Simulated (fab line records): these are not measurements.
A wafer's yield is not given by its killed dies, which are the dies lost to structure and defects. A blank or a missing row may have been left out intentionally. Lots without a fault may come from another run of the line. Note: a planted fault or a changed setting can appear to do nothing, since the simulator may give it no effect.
fab line records	flow sky130
record: lots: 12	wafers: 36	last-day: 50
route steps=708 shown SONOS_TUNNEL@163 CONTACT@424 METAL2@499
lots that met no fault: taken from a fault-free run of the same line
start-h: the number of hours between the record's first day and the start of the first shown wafer of the lot	wait-h: how many hours have passed since the lot's step before this one	" as in the row above	L1.1+2: a row that stands for several wafers	- no value, or no start was given	* or withheld: withheld	< > ~ a bound
route shown NAME@n: NAME is a module with steps in the file, n the number in the route of the first one	usual: mean and standard deviation over wafers with no fault	same: alike in all rows	chamber/n: place in a boat	sites: the reading at each site	_std_site: standard deviation of those values	_edge_site: outer sites' mean less inner sites'	radius-mm: for every site, how far away it sits from the centre of the wafer	mask NAME#n: copy n	behind: the tool/chamber that last shaped the wafer	hold: cause of the lot's hold/its duration in hours/its outcome	device: transistor that didn't switch, given as n, p or np	end of line: tests run on the same wafers once the route is complete	a step given without rows: its recipe and nothing more	killed: dies lost to structure and defects at the first sort, not the wafer's yield	map: shows each die of a wafer: x if killed, . if not, _ if none is there
set.NAME: the setting the step ran with; set.NAME@STEP: the setting that earlier step ran with	model.NAME: the simulator's own value behind a step, which no gauge read
route steps across a sampled set of lots; one table per step, one row per wafer
services: a tool's chamber out of use, with start hour (start-h, from the record's first day; less than 0 if before it), hours out, and reason
== steps ==
step: SKY_SONOS_TUNNEL_IMPLANT_09
recipe: species: B	energy-kev: 20	dose-cm2: 1e+12	tilt-deg: withheld
lot.wafer	tool	chamber	start-h	wait-h
L458.2+4+6	implanter-04	0	260.54	0.0
L459.1+2+6	implanter-01	0	272.54	0.0
L460.2+5+6	implanter-01	0	276.14	0.0
L462.1+2+5	implanter-02	0	291.14	0.0
L463.1+4+5	implanter-01	0	299.67	0.0
L463.1+4+5	implanter-01	0	299.99	0.3
L464.2+5+6	implanter-01	0	311.81	0.1
L464.2+5+6	implanter-01	0	312.28	0.4
L471.3+4+5	implanter-04	0	360.89	0.1
L471.3+4+5	implanter-04	0	361.20	0.3
L475.1+4+5	implanter-01	0	399.29	0.0
L476.1+3+6	implanter-04	0	403.79	0.0
L478.4+5+6	implanter-04	0	422.09	0.1
L479.1+4+6	implanter-04	0	436.22	0.0
L480.1+4+6	implanter-04	0	448.74	0.0
step: SKY_SONOS_TUNNEL_TW_MEAS_12
usual: SONOS_TUNNEL_TW: 197.5/1.6
lot.wafer	tool	chamber	start-h	wait-h	SONOS_TUNNEL_TW
L458.2	film-metro-04	-	260.95	0.0	197.4
L458.4	"	-	"	"	198.3
L458.6	"	-	"	"	198.5
L459.1	film-metro-03	-	272.96	0.0	194.7
L459.2	"	-	"	"	195.1
L459.6	"	-	"	"	195.3
L460.2	film-metro-03	-	276.56	0.0	194.9
L460.5	"	-	"	"	196.0
L460.6	"	-	"	"	195.2
L462.1	film-metro-01	-	291.56	0.0	199.1
L462.2	"	-	"	"	198.7
L462.5	"	-	"	"	199.3
L463.1	film-metro-03	-	300.71	0.1	239.3
L463.4	"	-	"	"	238.8
L463.5	"	-	"	"	239.4
L464.2	film-metro-04	-	312.90	0.0	242.8
L464.5	"	-	"	"	242.6
L464.6	"	-	"	"	243.7
L471.3	film-metro-04	-	361.59	0.0	241.1
L471.4	"	-	"	"	240.8
L471.5	"	-	"	"	240.2
L475.1	film-metro-01	-	399.70	0.0	198.8
L475.4	"	-	"	"	199.3
L475.5	"	-	"	"	199.0
L476.1	film-metro-04	-	404.38	0.0	198.9
L476.3	"	-	"	"	196.9
L476.6	"	-	"	"	196.3
L478.4	film-metro-04	-	422.47	0.0	196.7
L478.5	"	-	"	"	197.2
L478.6	"	-	"	"	196.8
L479.1	film-metro-04	-	436.63	0.0	196.7
L479.4	"	-	"	"	197.2
L479.6	"	-	"	"	197.2
L480.1	film-metro-01	-	449.16	0.0	197.4
L480.4	"	-	"	"	196.8
L480.6	"	-	"	"	196.5
step: SKY_CONTACT_ETCH_18
recipe: target: Si3N4	chemistry: CHF3/O2	stop-on: TiN	source-w: 600	bias-w: 200	pressure-mtorr: 40	chf3-flow-sccm: 50	O2_flow_sccm: 5	time-s: 39	target-depth-a: 750
usual: chf3-flow-sccm: 50.01/0.15	drypump-motor-current-A: 5.8/0.3	oes-product-au: 0.856/0.0078	throttle-valve-pct: 8.793/0.01
lot.wafer	tool	chamber	start-h	wait-h	chf3-flow-sccm	drypump-motor-current-A	oes-product-au	rf-hours-counter-h	throttle-valve-pct
L458.2	rie-diel-01	0	-	-	50.02	5.5	0.840	6	8.797
L458.4	"	2	"	"	50.06	5.5	0.862	12	8.793
L458.6	"	0	"	"	50.14	5.6	0.853	-	8.791
L459.1	rie-diel-02	0	-	-	50.01	5.7	0.851	10	8.791
L459.2	"	1	"	"	49.94	6.0	0.844	14	8.803
L459.6	"	0	"	"	50.17	5.7	0.855	-	8.795
L460.2	rie-diel-01	3	-	-	49.99	6.0	0.857	3	8.783
L460.5	"	2	"	"	49.80	5.5	0.861	-	8.798
L460.6	"	3	"	"	50.11	6.0	0.856	-	8.787
L462.1	rie-diel-03	3	-	-	50.07	5.2	0.839	9	8.794
L462.2	"	2	"	"	49.79	6.0	0.844	32	8.797
L462.5	"	1	"	"	49.93	6.4	0.860	-	8.785
L463.1	rie-diel-02	2	-	-	50.14	5.7	0.848	24	8.807
L463.4	"	0	"	"	50.12	5.7	0.854	11	8.804
L463.5	"	1	"	"	49.65	6.0	0.868	-	8.788
L464.2	rie-diel-01	1	-	-	50.00	5.4	0.851	22	8.797
L464.5	"	1	"	"	50.05	5.4	0.858	-	8.802
L464.6	"	2	"	"	50.06	5.5	0.868	-	8.809
L471.3	rie-diel-02	3	-	-	49.72	6.2	0.865	15	8.805
L471.4	"	0	"	"	50.21	5.7	0.872	13	8.791
L471.5	"	0	"	"	50.09	5.7	0.865	-	8.795
L475.1	rie-diel-02	2	-	-	50.01	5.7	0.864	26	8.778
L475.4	"	0	"	"	50.27	5.7	0.869	14	8.789
L475.5	"	3	"	"	50.16	6.2	0.861	-	8.786
L476.1	rie-diel-03	1	-	-	50.23	6.4	0.844	10	8.802
L476.3	"	2	"	"	49.91	6.0	0.855	1	8.804
L476.6	"	3	"	"	50.23	5.2	0.869	-	8.795
L478.4	rie-diel-01	0	-	-	50.09	5.6	0.850	11	8.791
L478.5	"	0	"	"	50.14	5.6	0.868	-	8.819
L478.6	"	3	"	"	49.84	6.0	0.869	-	8.792
L479.1	rie-diel-01	1	-	-	49.92	5.4	0.858	1	8.812
L479.4	"	0	"	"	49.93	5.6	0.864	11	8.779
L479.6	"	1	"	"	50.03	5.4	0.876	-	8.798
L480.1	rie-diel-02	3	-	-	50.05	6.1	0.859	16	8.784
L480.4	"	0	"	"	50.09	5.7	0.866	15	8.783
L480.6	"	3	"	"	50.27	6.2	0.869	-	8.803
step: SKY_METAL2_OVL_MEAS_16
usual: METAL2_OVL: -2/5.9
lot.wafer	tool	chamber	start-h	wait-h	METAL2_OVL[nm]
L458.2	overlay-01	-	837.03	0.1	1
L458.4	"	-	"	"	-5
L458.6	"	-	"	"	-6
L459.1	overlay-02	-	841.62	0.1	-2
L459.2	"	-	"	"	-7
L459.6	"	-	"	"	-3
L460.2	overlay-01	-	855.68	0.1	0
L460.5	"	-	"	"	1
L460.6	"	-	"	"	-4
L462.1	overlay-01	-	867.47	0.1	-1
L462.2	"	-	"	"	-2
L462.5	"	-	"	"	0
L463.1	overlay-02	-	874.02	0.1	3
L463.4	"	-	"	"	-11
L463.5	"	-	"	"	5
L464.2	overlay-01	-	887.08	0.1	8
L464.5	"	-	"	"	3
L464.6	"	-	"	"	2
L471.3	overlay-01	-	932.79	0.1	-6
L471.4	"	-	"	"	-5
L471.5	"	-	"	"	-10
L475.1	overlay-01	-	961.58	0.1	-5
L475.4	"	-	"	"	-2
L475.5	"	-	"	"	-7
L476.1	overlay-01	-	963.18	0.1	-7
L476.3	"	-	"	"	0
L476.6	"	-	"	"	-6
L478.4	overlay-01	-	983.05	0.1	1
L478.5	"	-	"	"	8
L478.6	"	-	"	"	11
L479.1	overlay-02	-	989.53	0.1	-8
L479.4	"	-	"	"	-5
L479.6	"	-	"	"	-3
L480.1	overlay-02	-	1000.33	0.1	0
L480.4	"	-	"	"	-5
L480.6	"	-	"	"	-3
step: SKY_METAL2_METAL_ETCH_19
recipe: target-depth-a: 3600	stop-on: SiO2	over-etch-frac: 0.3	time-s: 78	chemistry: Cl2/BCl3	resist-sidewall-deg: 88	pressure-mtorr: 10	icp-w: 900	bias-w: 48.5	Cl2_flow_sccm: 60	bcl3-flow-sccm: 30
usual: drypump-motor-current-A: 5.68/0.23	oes-product-au: 0.854/0.0053	throttle-valve-pct: 22.263/0.0097
lot.wafer	tool	chamber	start-h	wait-h	drypump-motor-current-A	oes-product-au	rf-hours-counter-h	throttle-valve-pct
L458.2	rie-metal-03	0	837.19	0.1	5.92	0.850	10	22.269
L458.4	"	1	"	"	5.66	0.847	-	22.268
L458.6	"	1	"	"	5.67	0.850	-	22.257
L459.1	rie-metal-02	1	841.76	0.0	5.47	0.853	11	22.262
L459.2	"	0	"	"	5.45	0.850	1	22.259
L459.6	"	0	"	"	5.46	0.850	-	22.253
L460.2	rie-metal-03	0	855.81	0.0	5.90	0.850	11	22.265
L460.5	"	1	"	"	5.65	0.852	-	22.259
L460.6	"	0	"	"	5.89	0.841	-	22.260
L462.1	rie-metal-04	0	867.61	0.0	5.41	0.863	3	22.268
L462.2	"	1	"	"	5.95	0.852	5	22.276
L462.5	"	1	"	"	5.93	0.859	-	22.260
L463.1	rie-metal-03	0	874.16	0.0	5.91	0.853	12	22.268
L463.4	"	0	"	"	5.98	0.848	-	22.254
L463.5	"	1	"	"	5.67	0.857	-	22.241
L464.2	rie-metal-04	0	887.21	0.0	5.41	0.848	4	22.264
L464.5	"	0	"	"	5.42	0.865	-	22.256
L464.6	"	1	"	"	5.96	0.867	-	22.272
L471.3	rie-metal-02	0	932.94	0.1	5.45	0.848	-	22.250
L471.4	"	1	"	"	5.46	0.856	-	22.249
L471.5	"	1	"	"	5.46	0.857	-	22.260
L475.1	rie-metal-04	1	961.71	0.0	5.92	0.857	10	22.266
L475.4	"	1	"	"	5.93	0.852	-	22.255
L475.5	"	1	"	"	5.91	0.856	-	22.262
L476.1	rie-metal-02	0	963.31	0.0	5.44	0.853	6	22.266
L476.3	"	0	"	"	5.46	0.860	-	22.264
L476.6	"	0	"	"	5.46	0.851	-	22.253
L478.4	rie-metal-04	0	983.19	0.1	5.39	0.856	-	22.280
L478.5	"	1	"	"	5.93	0.856	-	22.249
L478.6	"	0	"	"	5.42	0.851	-	22.277
L479.1	rie-metal-04	1	989.66	0.0	5.92	0.854	11	22.280
L479.4	"	0	"	"	5.40	0.855	-	22.268
L479.6	"	0	"	"	5.43	0.850	-	22.256
L480.1	rie-metal-04	1	1000.46	0.0	5.96	0.863	12	22.272
L480.4	"	1	"	"	5.97	0.855	-	22.273
L480.6	"	1	"	"	5.98	0.842	-	22.268
== services ==
tool	chamber	start-h	hours	kind
implanter-01	-	285.85	1.7	repair
implanter-01	-	290.31	1.2	repair
implanter-01	-	332.01	2.3	repair
implanter-04	-	333.45	3.8	repair
implanter-04	-	337.28	3.2	pm
implanter-01	-	345.32	34.1	pm
implanter-01	-	435.09	4.0	repair
implanter-04	-	459.45	5.1	repair
implanter-04	-	462.45	2.5	repair
implanter-04	-	475.28	1.4	repair
implanter-04	-	485.54	11.1	repair
implanter-01	-	512.90	6.0	pm
implanter-01	-	519.48	2.9	pm
implanter-01	-	539.08	19.1	repair
implanter-04	-	540.93	0.9	repair
implanter-01	-	607.75	26.4	pm
implanter-01	-	648.28	3.2	repair
implanter-01	-	661.99	2.5	repair
implanter-04	-	673.35	4.7	pm
implanter-01	-	673.38	1.9	repair
implanter-04	-	872.35	33.0	repair
implanter-04	-	878.57	4.1	repair
implanter-01	-	900.98	5.7	repair
implanter-01	-	904.34	1.3	repair
== key ==
first-sign: step: SKY_SONOS_TUNNEL_IMPLANT_09	reading: visit	direction: added
effect: step: SKY_SONOS_TUNNEL_TW_MEAS_12	reading: SONOS_TUNNEL_TW	direction: up	sigmas: 28	usual: 197.5	struck: 241.0
met-at SKY_SONOS_TUNNEL_IMPLANT_09
struck-lots L463,L464,L471
tester-left-out L463,L464,L471
not-acting-at SKY_CONTACT_ETCH_18,SKY_METAL2_OVL_MEAS_16,SKY_METAL2_METAL_ETCH_19
fault: kind: repeated-step-whole	tool: implanter-01,implanter-02,implanter-04	chamber: -	onset-h: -	steps: SKY_SONOS_TUNNEL_IMPLANT_09	times: 1	scope: struck-lots-only
tester-left-out: of these lots the tester's yield and bins aren't shown, on N5 and GAA mostly nor the transistor test; their killed dies are dies lost to structure and defects alone, not to doping, threshold or leakage, so they don't give the yield
